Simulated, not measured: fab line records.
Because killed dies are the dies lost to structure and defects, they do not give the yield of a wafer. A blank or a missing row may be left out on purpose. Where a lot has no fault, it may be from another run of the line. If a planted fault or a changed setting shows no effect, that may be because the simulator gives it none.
What tool caused it? | flow gf180mcu | Sampling: 13 lots, 39 wafers, 3 of 602 route steps

## WHAT EACH GAUGE READ, for each wafer
GF_M4_OVL_MEAS_15. Usual: M4_OVL -2 nm, standard deviation 5.8.
lot  | measured     | on         | M4_OVL (nm) | flag
L748 | day 24 15:17 | overlay-02 | 11 -1 2     |
L749 | day 25 05:02 | overlay-02 | -6 -2 -9    |
L751 | day 25 12:29 | overlay-02 | 4 -2 -1     |
L752 | day 26 06:08 | overlay-02 | -4 1 -7     |
L755 | day 26 21:50 | overlay-02 | -8 -3 -4    |
L756 | day 27 05:18 | overlay-02 | 3 -6 -11    |
L757 | day 27 12:15 | overlay-02 | -3 -9 3     |
L763 | day 29 11:18 | overlay-02 | -8 -9 -14   |
L764 | day 29 17:59 | overlay-02 | -6 3 -2     |
L767 | day 30 11:16 | overlay-01 | 0 -3 2      |
L766 | day 30 13:09 | overlay-02 | -1 1 3      |
L768 | day 30 18:20 | overlay-02 | -6 -12 -5   |
L769 | day 31 05:32 | overlay-01 | 1 -6 -2     |

GF_V4_THK_MEAS_25: measures by xrf. Usual: V4_W_THK 340 nm, standard deviation 7.2.
lot  | measured     | on            | V4_W_THK (nm) | flag
L748 | day 25 15:26 | film_metro-04 | 341 330 328   |
L749 | day 26 04:55 | film_metro-04 | 339 340 330   |
L751 | day 26 12:12 | film_metro-02 | 342 347 349   |
L752 | day 27 05:30 | film_metro-04 | 341 338 336   |
L755 | day 27 20:52 | film_metro-02 | 330 340 333   |
L756 | day 28 04:20 | film_metro-02 | 354 352 355   |
L757 | day 28 10:48 | film_metro-02 | 350 352 356   |
L763 | day 30 09:25 | film_metro-02 | 335 342 337   |
L764 | day 30 14:38 | film_metro-02 | 349 348 350   |
L767 | day 31 07:36 | film_metro-02 | 354 349 348   |
L766 | day 31 09:50 | film_metro-02 | 331 338 340   |
L768 | day 31 14:36 | film_metro-04 | 336 335 331   |
L769 | day 32 01:31 | film_metro-04 | 331 332 329   |

## WHAT TOOL EACH LOT RAN ON (gives the tool, then ch and the chambers of the sampled wafers, and finally the start)
lot  | GF_V4_ETCH_17
L748 | rie_diel-01 ch 0,1,2, day 25 14:00
L749 | rie_diel-03 ch 0,1, day 26 03:00
L751 | rie_diel-02 ch 2,3, day 26 11:00
L752 | rie_diel-01 ch 0,1,3, day 27 04:00
L755 | rie_diel-01 ch 1,2,3, day 27 19:00
L756 | rie_diel-01 ch 1,2, day 28 03:00
L757 | rie_diel-03 ch 0,1,2, day 28 09:00
L763 | rie_diel-01 ch 1,2, day 30 08:00
L764 | rie_diel-01 ch 0,2,3, day 30 13:00
L767 | rie_diel-02 ch 1,2, day 31 06:00
L766 | rie_diel-02 ch 0,1,2, day 31 08:00
L768 | rie_diel-03 ch 0,3, day 31 13:00
L769 | rie_diel-02 ch 0,1,2, day 32 00:00
- GF_V4_ETCH_17: etches SiO2 in C4F8/O2/Ar, stops on TiN, target depth 630 nm.

## AS READ BY THE TOOLS THEMSELVES (means over the sampled wafers that have a number; for cases with no such wafer, the mark the record gives instead)
GF_V4_ETCH_17. Usual: oes_product_au 0.855 a.u., standard deviation 0.0046; rf_fwd_power_W 1491 W, standard deviation 5.1.
lot  | tool        | oes_product_au (a.u.) | rf_fwd_power_W (W) | flag
L748 | rie_diel-01 | 0.854                 | 1489               |
L749 | rie_diel-03 | 0.856                 | 1490               |
L751 | rie_diel-02 | 0.856                 | 1488               |
L752 | rie_diel-01 | 0.856                 | 1487               |
L755 | rie_diel-01 | 0.857                 | 1491               |
L756 | rie_diel-01 | 0.853                 | 1493               |
L757 | rie_diel-03 | 0.860                 | 1493               |
L763 | rie_diel-01 | 0.854                 | 1252               | OFF
L764 | rie_diel-01 | 0.854                 | 1259               | OFF
L767 | rie_diel-02 | 0.859                 | 1496               |
L766 | rie_diel-02 | 0.856                 | 1495               |
L768 | rie_diel-03 | 0.849                 | 1487               |
L769 | rie_diel-02 | 0.855                 | 1493               |

## THE ANSWER, worked out from the rows above alone
Rule: a lot is off if the mean of its wafers that have a number lies more than 3 standard deviations from the usual mean. Also off: a lot with no number at a reading for which 4 or more lots have one. Where the step has rows for the other lots, those lots are counted as sound. The gauges are gone through in route order, then the tools' own readings, and for those a lot's mean is taken as printed above. At the first step where some lot is off, the reading lying furthest off is the one used; lots without a number count as furthest.
Off: L763, L764 (GF_V4_ETCH_17, rf_fwd_power_W).
If a tool, at that step or one of the process steps before it, ran each lot that is off and ran no sound lot following the first of them, it fits. One fits: rie_diel-01 at GF_V4_ETCH_17. A fault onset in the window from L756 (day 28 03:00, its last sound lot) to L763 (day 30 08:00, its first lot off) fits.
On the lots that are off, the tool's own readings at GF_V4_ETCH_17 differ by more than 5 times the standard deviation of the sound lots' means, which bears it out; rf_fwd_power_W reads 1256 W there versus 1491 W on the sound lots.

## WHAT HAD BEEN PUT IN BY THE SIMULATOR
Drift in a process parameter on rie_diel-01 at GF_V4_ETCH_17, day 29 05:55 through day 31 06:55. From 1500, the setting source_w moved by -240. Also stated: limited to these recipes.
Shown lots that were struck: L763, L764. Same finding as the rule above.
